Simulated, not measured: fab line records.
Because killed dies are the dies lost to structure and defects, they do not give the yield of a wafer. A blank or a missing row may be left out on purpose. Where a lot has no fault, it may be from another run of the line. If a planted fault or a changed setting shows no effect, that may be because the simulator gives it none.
Which of the tools did it? -- flow gf180mcu -- 14 lots with 41 wafers sampled at 4 steps, on a route of 602 steps

== WHAT THE GAUGES SHOWED, per wafer ==
GF_VT_IMPLANT_RS_MEAS_47: measures by four-point-probe. Usual: NWELL_RS typically reads 487.8 ohm/sq, with standard deviation 1.4.
lot,measured,on,NWELL_RS (ohm/sq),flag
L869,day 8 10:37,film metro-03,485.7 487.5 487.3,
L870,day 8 13:50,film metro-01,486.8 487.3 488.1,
L871,day 8 18:02,film metro-03,488.6 489.0 489.0,
L872,day 8 18:38,film metro-03,487.1 490.1 487.6,
L873,day 9 07:29,film metro-04,487.1 487.9 487.5,
L874,day 9 17:37,film metro-03,487.9 488.8,
L875,day 9 21:56,film metro-03,485.7 486.5 487.2,
L876,day 10 02:04,film metro-03,488.9 488.5 486.5,
L877,day 10 08:58,film metro-03,487.4 488.1 487.5,
L878,day 10 15:01,film metro-03,486.4 487.4 487.3,
L886,day 12 21:01,film metro-01,487.0 489.3 489.5,
L887,day 13 03:14,film metro-01,487.7 487.3 487.4,
L888,day 13 12:16,film metro-01,489.4 491.3 492.0,
L890,day 14 02:40,film metro-03,486.8 487.4 486.0,

GF_HV_LDD_CD_MEAS_07 targets a cd of 400 nm. Usual: cd nm at 399.7 nm, with a standard deviation of 2.1.
lot,measured,on,cd nm (nm),flag
L869,day 10 23:30,cd sem-02,401.7 402.0 401.2,
L870,day 11 01:55,cd sem-01,397.6 396.2 399.1,
L871,day 11 08:28,cd sem-02,400.4 402.2 399.9,
L872,day 11 08:37,cd sem-01,395.7 393.9 396.4,
L873,day 11 22:13,cd sem-01,400.0 401.3 400.2,
L874,day 12 09:36,cd sem-02,405.2 404.0,
L875,day 12 12:49,cd sem-01,403.4 399.5 400.4,
L876,day 12 16:00,cd sem-01,399.8 399.6 398.5,
L877,day 13 01:30,cd sem-01,395.9 394.9 398.1,
L878,day 13 07:10,cd sem-01,398.5 397.9 397.7,
L886,day 15 19:54,cd sem-01,400.0 399.3 400.2,
L887,day 16 01:03,cd sem-02,402.0 401.3 402.9,
L888,day 16 10:21,cd sem-01,402.1 398.9 400.0,
L890,day 17 02:35,cd sem-01,400.2 398.4 399.6,

GF_HV_LDD_TW_MEAS_38. Usual: HV_LDD_3_TW typically reads 1436, with standard deviation 20.
lot,measured,on,HV_LDD_3_TW,flag
L869,day 12 14:58,film metro-04,1459 1456 1457,
L870,day 12 17:34,film metro-04,1456 1457 1466,
L871,day 13 00:40,film metro-03,1418 1416 1419,
L872,day 13 00:50,film metro-01,1417 1413 1419,
L873,day 13 14:31,film metro-01,1412 1417 1425,
L874,day 14 03:10,film metro-04,1465 1455,
L875,day 14 05:37,film metro-01,1429 1434 1426,
L876,day 14 09:28,film metro-04,1460 1472 1464,
L877,day 14 19:25,film metro-01,1425 1423 1422,
L878,day 15 00:49,film metro-01,1428 1429 1431,
L886,day 17 18:07,film metro-01,1411 1413 1418,
L887,day 17 23:55,film metro-04,1462 1463 1458,
L888,day 18 10:27,film metro-01,1431 1440 1427,
L890,day 19 03:35,film metro-04,1455 1454 1452,

== EACH LOT AND THE TOOL THAT RAN IT (in order: tool; ch and the chambers of the sampled wafers; start) ==
lot,GF_HV_LDD_STRIP_22
L869,"plasma asher-04 ch 0,1, day 11 18:43"
L870,"plasma asher-02 ch 0,1, day 11 21:31"
L871,"plasma asher-01 ch 0,1, day 12 03:55"
L872,"plasma asher-04 ch 0,1, day 12 04:30"
L873,"plasma asher-02 ch 0,1, day 12 17:55"
L874,"plasma asher-01 ch 0,1, day 13 05:40"
L875,"plasma asher-04 ch 0,1, day 13 08:55"
L876,"plasma asher-01 ch 0,1, day 13 12:46"
L877,"plasma asher-04 ch 0,1, day 13 21:58"
L878,"plasma asher-02 ch 0,1, day 14 03:13"
L886,"plasma asher-04 ch 0,1, day 16 18:31"
L887,"plasma asher-04 ch 0,1, day 16 23:46"
L888,"plasma asher-01 ch 0,1, day 17 09:31"
L890,"plasma asher-01 ch 0,1, day 18 02:38"
- GF_HV_LDD_STRIP_22: strips in O2/N2.

== AS READ BY THE TOOLS THEMSELVES (means over the sampled wafers that have a number; for cases with no such wafer, the mark the record gives instead) ==
GF_HV_LDD_STRIP_22. Usual: drypump motor current A 5.9 A, standard deviation 0.48; heater power w 334 W, standard deviation 8.8; oes product au 0.716 a.u., standard deviation 0.0043; platen temp c 250.01 C, standard deviation 0.18; strip time to endpoint s 12.64 s, standard deviation 0.041.
lot,tool,drypump motor current A (A),heater power w (W),oes product au (a.u.),platen temp c (C),strip time to endpoint s (s),flag
L869,plasma asher-04,6.2,331,0.715,249.93,12.62,
L870,plasma asher-02,5.7,348,0.719,250.21,12.65,
L871,plasma asher-01,5.5,329,0.713,250.01,12.57,
L872,plasma asher-04,6.4,337,0.712,250.18,12.60,
L873,plasma asher-02,5.7,346,0.711,250.13,12.61,
L874,plasma asher-01,5.5,334,0.715,249.97,12.59,
L875,plasma asher-04,6.4,334,0.718,249.96,12.57,
L876,plasma asher-01,5.4,329,0.720,250.17,12.64,
L877,plasma asher-04,6.2,326,0.715,249.93,12.68,
L878,plasma asher-02,5.7,350,0.713,250.01,12.60,
L886,plasma asher-04,6.2,309,0.649,242.11,14.80,OFF
L887,plasma asher-04,6.4,314,0.646,241.95,14.87,OFF
L888,plasma asher-01,5.5,326,0.718,250.03,12.70,
L890,plasma asher-01,5.5,329,0.717,249.86,12.63,

== THE ANSWER, worked out from the rows above alone ==
Rule: a lot is off if the mean of its wafers that have a number lies more than 3 standard deviations from the usual mean. Also off: a lot with no number at a reading for which 4 or more lots have one. The other lots that the step has rows for count as sound. The gauges are gone through in route order, then the tools' own readings, and for those a lot's mean is taken as printed above. The first step at which some lot is off is used, and at that step the reading that is off furthest; a lot without a number counts as furthest.
Off at GF_HV_LDD_STRIP_22 (strip time to endpoint s): L886, L887.
A tool fits if, at that step or a process step before it, it ran every lot that is off, and no sound lot after the first of them. One candidate fits, namely plasma asher-04 at GF_HV_LDD_STRIP_22. A fault onset in the window from L877 (day 13 21:58, its last sound lot) to L886 (day 16 18:31, its first lot off) fits.
The tool's own readings at GF_HV_LDD_STRIP_22 bear it out: on the lots that are off they differ by more than 5 times the standard deviation of the sound lots' means. oes product au reads 0.647 a.u. there against 0.716 a.u. on the sound lots; platen temp c reads 242.03 C there against 250.03 C on the sound lots; strip time to endpoint s reads 14.84 s there against 12.62 s on the sound lots.

== WHAT WAS PUT IN BY THE SIMULATOR ==
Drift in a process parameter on plasma asher-04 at GF_HV_LDD_STRIP_22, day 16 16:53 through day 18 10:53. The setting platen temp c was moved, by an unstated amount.
Shown lots that were struck: L886, L887. Same finding as the rule above.
